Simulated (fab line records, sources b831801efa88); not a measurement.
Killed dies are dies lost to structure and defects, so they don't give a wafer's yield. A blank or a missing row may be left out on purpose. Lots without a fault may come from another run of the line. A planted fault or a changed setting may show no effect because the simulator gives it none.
Chamber matching | flow sfq_line | SFQ_TRILAYER_I0_CMP_CMP_028 on cmp-02: 4 sister chambers
The step polishes SiO2. 14 wafers are shown with their chamber, then 7 later ones without.

WAFERS WITH THEIR CHAMBER
wafer  | chamber | motor_current_A (A) | platen_rpm (rpm) | time_to_endpoint_s (s)
L635.3 | 2       | 9.1                 | 59.96            | 200
L635.4 | 3       | 8.9                 | 60.03            | 212
L635.6 | 0       | 9.9                 | 60.01            | 213
L636.3 | 1       | 9.5                 | 59.93            | 208
L636.4 | 3       | 8.7                 | 59.98            | 209
L636.5 | 1       | 10.2                | 59.99            | 213
L638.2 | 0       | 8.6                 | 60.03            | 205
L638.5 | 0       | 9.0                 | 59.99            | 210
L638.6 | 1       | 9.9                 | 59.97            | 213
L639.1 | 2       | 8.8                 | 60.14            | 205
L639.2 | 0       | 8.8                 | 60.00            | 217
L639.5 | 2       | 8.5                 | 60.08            | 214
L641.4 | 1       | 10.0                | 60.00            | 214
L641.5 | 3       | 9.0                 | 59.99            | 215

SIGNATURES (means of the wafers above)
reading            | chamber 0 | chamber 1 | chamber 2 | chamber 3 | scatter within a chamber
motor_current_A    | 9.075     | 9.900     | 8.800     | 8.867     | 0.384
platen_rpm         | 60.0075   | 59.9725   | 60.0600   | 60.0000   | 0.0469
time_to_endpoint_s | 211.25    | 212.00    | 206.33    | 212.00    | 4.66
Rule: a wafer's distance from a chamber is the root of the sum, over the readings, of the square of ((its reading less the chamber's mean) divided by the reading's scatter). The wafer belongs to the nearest chamber; if the next one is less than 2 further off, it can't be placed. The scatter: the root of (the sum of the squares of (reading less its chamber's mean) over the shown wafers, divided by (wafers less chambers)).

WAFERS WITHOUT THEIR CHAMBER
wafer  | motor_current_A (A) | platen_rpm (rpm) | time_to_endpoint_s (s)
L641.6 | 9.6                 | 60.02            | 209
L649.2 | 10.0                | 60.07            | 206
L649.4 | 8.6                 | 60.00            | 218
L649.6 | 8.9                 | 60.00            | 217
L657.1 | 8.8                 | 59.97            | 213
L657.3 | 8.4                 | 60.08            | 211
L657.5 | 9.9                 | 60.01            | 214

WHICH CHAMBER EACH WENT THROUGH
wafer  | from the rows above               | in truth
L641.6 | can't be placed: 1 or 0 or 3 or 2 | 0
L649.2 | can't be placed: 1 or 0 or 2 or 3 | 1
L649.4 | can't be placed: 3 or 0 or 2      | 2
L649.6 | can't be placed: 3 or 0 or 2 or 1 | 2
L657.1 | can't be placed: 3 or 0 or 2      | 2
L657.3 | can't be placed: 2 or 3 or 0      | 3
L657.5 | can't be placed: 1 or 0 or 3      | 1
Placed correctly: 0 of 7. Can't be placed from these rows: 7 (the true chamber is among the candidates in 7). Placed wrongly: 0.
